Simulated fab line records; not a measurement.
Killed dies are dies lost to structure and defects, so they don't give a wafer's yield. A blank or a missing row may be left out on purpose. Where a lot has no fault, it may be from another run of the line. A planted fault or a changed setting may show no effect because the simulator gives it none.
Struck lot and sound lot, side by side    flow sky130    43 steps out of a route of 708
Sound: these wafers, L420.1, L420.2, L420.3. Struck: wafer L425.4. (L425.2, L425.3 of the same lot were not struck and are left out.) The cause comes at the end.
At each step with rows: each side's tool, then ch and its chambers, then its first start. Under that, the readings that differ: sound wafers    struck wafers    difference of the means    sigmas: that difference in standard deviations of wafers without a fault.
alike: a reading whose means differ by less than 2 such deviations, as well as words and numbers matching on both sides. not compared: withheld readings; readings where some wafer has no value; bounds like >300 that might hide an equal value; numbers whose values overlap and for which the record gives no deviation.
Wherever a step has rows on one side only, a row that says differs or no value, or a row with sigmas, the two part there. Numbers that have no deviation but don't overlap get no sigmas and don't part them. Lack of a reading on every wafer of one side parts them only where that side has two or more wafers.

first, 8 steps without rows for these wafers: SKY_VIA2_DEHYDRATE_04 (time 60 s); SKY_VIA2_HMDS_05 (prime time 60 s); SKY_VIA2_COAT_06 (resist thk 60 nm); SKY_VIA2_COAT_07 (resist thk 450 nm); SKY_VIA2_SOFTBAKE_08 (time 90 s); SKY_VIA2_EXPOSE_09 (exposes mask VIM2, target cd 200 nm); SKY_VIA2_PEB_10; SKY_VIA2_DEVELOP_11 (develop time 60 s).
SKY_VIA2_CD_MEAS_12: target cd 200 nm.
  sound on cdSem-01 at day 38 23:40; struck on cdSem-02 at day 40 04:53
  alike: cdNm
SKY_VIA2_OVL_MEAS_13:
  sound on overlay-01 at day 38 23:47; struck on overlay-02 at day 40 04:59
  alike: VIA2_OVL
then, 1 step without rows for these wafers: SKY_VIA2_ETCH_14 (etches BARC in N2/H2, stops on SiO2, time 45.9 s, target depth 60 nm).
SKY_VIA2_ETCH_15: etches SiO2 in C4F8/O2/Ar, stops on TiN, target depth 546 nm, time 84 s.
  sound on rieDiel-04 ch 0,2,3, day 38 23:52; struck on rieDiel-02 ch 2, day 40 05:04
  alike: oesProductAu
  not compared: rfHoursCounterH
SKY_VIA2_STRIP_16: strips in O2/N2.
  sound on plasmaAsher-03 ch 0,1, day 38 23:55; struck on plasmaAsher-03 ch 0, day 40 05:07
  alike: drypumpMotorCurrentA, oesProductAu, stripTimeToEndpointS
  not compared: rfHoursCounterH
then, 3 steps without rows for these wafers: SKY_VIA2_STRIP_17 (strips in post etch residue remover, time 1200 s); SKY_VIA2_CLEAN_18 (cleans in IPA, time 180 s); SKY_VIA2_CLEAN_19 (cleans in O3/DIW).
SKY_VIA2_SPUTTER_20: material TiN, target thk 20 nm, time 80 s.
  sound on pvdSputter-04 at day 39 00:32; struck on pvdSputter-03 at day 40 05:45
  alike: throttleValvePct
then, 1 step without rows for these wafers: SKY_VIA2_CVD_21 (deposits W, target thk 420 nm, time 126.4 s).
SKY_VIA2_RS_MEAS_22: the measuring method here is four-point-probe.
  sound on filmMetro-04 at day 39 00:44; struck on filmMetro-03 at day 40 05:58
reading             sound                 struck  difference  sigmas
VIA2_W_RS (ohm/sq)  0.2747 0.2758 0.2759  0.2702  -0.0053     -2
SKY_VIA2_THK_MEAS_23: measures by xrf.
  sound on filmMetro-04 at day 39 00:51; struck on filmMetro-03 at day 40 06:04
  alike: VIA2_W_THK
SKY_VIA2_CMP_24: polishes, stops on SiO2, t overpolish 20 s, target thk 0 nm.
  sound on cmp-02 ch 0,1,2, day 39 01:40; struck on cmp-01 ch 1, day 40 06:07
reading               sound              struck  difference  sigmas
edgeZonePressureFrac  0.999 0.998 1.002  0.984   -0.016      -3
  alike: motorCurrentA, overpolishRunS, timeToEndpointS
then, 5 steps without rows for these wafers: SKY_METAL3_SPUTTER_00 (material Ti, target thk 15 nm, time 10 s); SKY_METAL3_SPUTTER_01 (material TiN, target thk 20 nm, time 16.7 s); SKY_METAL3_SPUTTER_02 (material AlCu, target thk 735 nm, time 39.1 s); SKY_METAL3_SPUTTER_03 (material Ti, target thk 5 nm, time 3.2 s); SKY_METAL3_SPUTTER_04 (material TiN, target thk 70 nm, time 58.3 s).
SKY_CAPM_CVD_00: deposits SiO2, target thk 15.5 nm.
  sound on pecvd-04 ch 0,1,2, day 39 02:08; struck on pecvd-04 ch 0, day 40 06:35
  alike: heaterPowerW
SKY_CAPM_THK_MEAS_01:
  sound on filmMetro-03 at day 39 02:09; struck on filmMetro-01 at day 40 06:37
  alike: CAPM_CVD_00_THK
SKY_CAPM_SPUTTER_02: material TiN, target thk 200 nm, time 166.7 s.
  sound on pvdSputter-02 at day 39 02:13; struck on pvdSputter-01 at day 40 06:40
  alike: throttleValvePct
SKY_CAPM_RS_MEAS_03: the measuring method here is four-point-probe.
  sound on filmMetro-03 at day 39 02:19; struck on filmMetro-03 at day 40 06:54
  alike: CAPM_TIN_RS
SKY_CAPM_THK_MEAS_04: measures by xrf.
  sound on filmMetro-03 at day 39 02:26; struck on filmMetro-03 at day 40 07:01
  alike: CAPM_TIN_THK
then, 7 steps without rows for these wafers: SKY_CAPM_DEHYDRATE_05 (time 60 s); SKY_CAPM_HMDS_06 (prime time 60 s); SKY_CAPM_COAT_07 (resist thk 1140 nm); SKY_CAPM_SOFTBAKE_08 (time 60 s); SKY_CAPM_EXPOSE_09 (exposes mask CAPM, target cd 1000 nm); SKY_CAPM_PEB_10; SKY_CAPM_DEVELOP_11 (develop time 60 s).
SKY_CAPM_OVL_MEAS_12:
  sound on overlay-01 at day 40 03:44; struck on overlay-02 at day 41 08:10
  alike: CAPM_OVL
then, 3 steps without rows for these wafers: SKY_CAPM_METAL_ETCH_13 (etches TiN in Cl2/BCl3, stops on SiO2, target depth 220 nm, time 62.9 s); SKY_CAPM_STRIP_14 (strips in O2/N2); SKY_CAPM_STRIP_15 (strips in post etch residue remover, time 1200 s).
-- the record jumps here: 8 days lie between the struck wafers' starts before and after (it left off in module CAPM and takes up again in module PAD_OPEN, whose first step shown is number 708 of the route) --
SKY_PAD_OPEN_PROBE_99:
  only the struck wafers here have rows in the record (prober-02, day 49 04:35); the sound ones have none

## WHERE THEY PART
Earliest at SKY_VIA2_RS_MEAS_22; latest, in this record, at SKY_PAD_OPEN_PROBE_99.

WHY: whatever the simulator had introduced
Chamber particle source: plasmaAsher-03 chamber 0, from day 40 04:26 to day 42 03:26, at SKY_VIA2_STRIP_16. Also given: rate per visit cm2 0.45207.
